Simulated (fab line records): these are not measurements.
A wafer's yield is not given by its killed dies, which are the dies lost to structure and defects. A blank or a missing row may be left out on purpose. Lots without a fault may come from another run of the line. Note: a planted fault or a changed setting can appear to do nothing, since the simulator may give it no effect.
Matching of chambers ; flow gf180mcu ; cmp-02 running GF_CONTACT_CMP_04: 4 sister chambers
The step polishes SiO2. 18 wafers are shown with their chamber, then 9 later ones without.

## WAFERS WITH THEIR CHAMBER
wafer;chamber;motorCurrentA (A);timeToEndpointS (s)
L842.1;1;10.9;111
L842.3;3;10.0;101
L842.5;0;11.3;112
L844.1;3;10.0;97
L844.3;0;11.5;104
L844.6;3;9.7;103
L849.1;0;11.5;110
L849.3;1;10.7;115
L849.5;2;10.7;117
L855.3;2;10.4;104
L855.5;0;11.7;113
L855.6;3;9.3;106
L856.1;0;11.2;108
L856.2;2;10.4;105
L856.3;1;10.9;113
L857.3;3;10.0;97
L857.4;0;12.3;105
L857.6;2;10.9;109

SIGNATURES (means of the wafers above)
reading;chamber 0;chamber 1;chamber 2;chamber 3;scatter within a chamber
motorCurrentA;11.583;10.833;10.600;9.800;0.311
timeToEndpointS;108.67;113.00;108.75;100.80;4.15
Rule: for a wafer and a chamber, the distance is found by dividing, reading by reading, the gap between the wafer's reading and the chamber's mean by the reading's scatter, squaring, summing and taking the root. If the next closest chamber is less than 2 further off than the closest, the wafer can't be placed; otherwise it belongs to the closest. The scatter: the root of (the sum of the squares of (reading less its chamber's mean) over the shown wafers, divided by (wafers less chambers)).

## WAFERS WITH NO CHAMBER GIVEN
wafer;motorCurrentA (A);timeToEndpointS (s)
L859.2;11.7;109
L859.5;10.5;117
L859.6;12.3;122
L861.2;10.6;102
L861.3;11.3;113
L861.5;9.7;109
L863.1;10.6;112
L863.2;11.2;113
L863.3;9.4;100

## EACH ONE'S CHAMBER
wafer;from the rows above;in truth
L859.2;0;0
L859.5;can't be placed: 1 or 2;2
L859.6;can't be placed: 0 or 1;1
L861.2;can't be placed: 2 or 3 or 1 or 0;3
L861.3;can't be placed: 0 or 1 or 2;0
L861.5;can't be placed: 3 or 2 or 1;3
L863.1;can't be placed: 2 or 1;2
L863.2;can't be placed: 1 or 0 or 2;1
L863.3;3;3
Placed correctly: 2 of 9. From these rows, 7 cannot be placed; in 7 the true chamber is one of the candidates. Placed wrongly: 0.
